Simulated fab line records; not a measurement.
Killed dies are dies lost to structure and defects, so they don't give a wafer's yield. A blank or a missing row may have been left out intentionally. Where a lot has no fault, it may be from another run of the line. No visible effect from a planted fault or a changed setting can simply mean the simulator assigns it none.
Which tool is to blame?    flow sky130    11 lots, 33 wafers sampled, at 3 steps of a route of 708

## WHAT EACH GAUGE READ, for each wafer
SKY_LDD_N_OVL_MEAS_07.
lot   measured      on          LDD_N_OVL (nm)
L318  day 18 16:16  overlay-02  -2.8 -1.2 1.4
L319  day 19 03:34  overlay-01  -1.4 -0.4 -1.8
L322  day 20 08:10  overlay-02  -0.1 -2.5 -3.5
L323  day 20 18:04  overlay-02  0.5 0.3 0.8
L325  day 21 11:43  overlay-01  2.1 2.0 -0.3
L326  day 21 22:52  overlay-01  -0.4 -0.5 0.4
L329  day 22 22:01  overlay-01  1.0 -0.2 1.2
L330  day 23 11:46  overlay-02  0.7 -0.5 -2.2
L331  day 23 13:52  overlay-02  2.0 0.7 0.2
L333  day 24 01:31  overlay-02  0.5 -1.1 -1.2
L338  day 25 23:31  overlay-02  3.0 0.8 1.5

## EACH LOT AND THE TOOL THAT RAN IT (in order: tool; ch and the chambers of the sampled wafers; start)
lot   SKY_POLY_GATE_ETCH_17             SKY_POLY_GATE_STRIP_18
L318  rie_si-02 ch 0,3, day 17 07:01    plasma_asher-04 ch 0,1, day 17 07:04
L319  rie_si-01 ch 1,2,3, day 17 18:18  plasma_asher-02 ch 0,1, day 17 18:21
L322  rie_si-02 ch 1,2,3, day 18 22:44  plasma_asher-04 ch 0, day 18 22:48
L323  rie_si-02 ch 1,3, day 19 08:48    plasma_asher-03 ch 0,1, day 19 08:52
L325  rie_si-01 ch 1,2, day 20 03:13    plasma_asher-03 ch 0,1, day 20 03:16
L326  rie_si-02 ch 1,2,3, day 20 14:14  plasma_asher-03 ch 0,1, day 20 14:18
L329  rie_si-01 ch 0,1,3, day 21 14:56  plasma_asher-03 ch 0,1, day 21 15:00
L330  rie_si-02 ch 0,2,3, day 22 03:59  plasma_asher-03 ch 0,1, day 22 04:03
L331  rie_si-01 ch 0,1, day 22 06:51    plasma_asher-03 ch 0,1, day 22 06:55
L333  rie_si-01 ch 0,2,3, day 22 17:56  plasma_asher-04 ch 0,1, day 22 18:00
L338  rie_si-02 ch 0,1, day 24 16:35    plasma_asher-02 ch 0,1, day 24 16:39
- SKY_POLY_GATE_ETCH_17: etches poly-Si in HBr/Cl2, stops on SiO2, target depth 180 nm, time 70.5 s.
- SKY_POLY_GATE_STRIP_18: strips in O2/N2.

## THE ANSWER, worked out from the rows above alone
Rule: the usual values come from the lots themselves. Put in order of their means at a reading, lots are off if they are a third of the lots or fewer, leave a main group of 4 or more, and stand apart from it by a gap of 3 or more times the standard deviation of the main group's means; of several such gaps the widest counts. The tables above print the reading to a certain number of digits; a main group whose means all agree to those digits is not used. A lot without any number at a reading at which 4 lots or more have one is off too. Where the step has rows for the other lots, those lots are counted as sound.
No lot is off at any reading shown: from this, nothing can be told.

## WHAT THE SIMULATOR HAD PUT IN
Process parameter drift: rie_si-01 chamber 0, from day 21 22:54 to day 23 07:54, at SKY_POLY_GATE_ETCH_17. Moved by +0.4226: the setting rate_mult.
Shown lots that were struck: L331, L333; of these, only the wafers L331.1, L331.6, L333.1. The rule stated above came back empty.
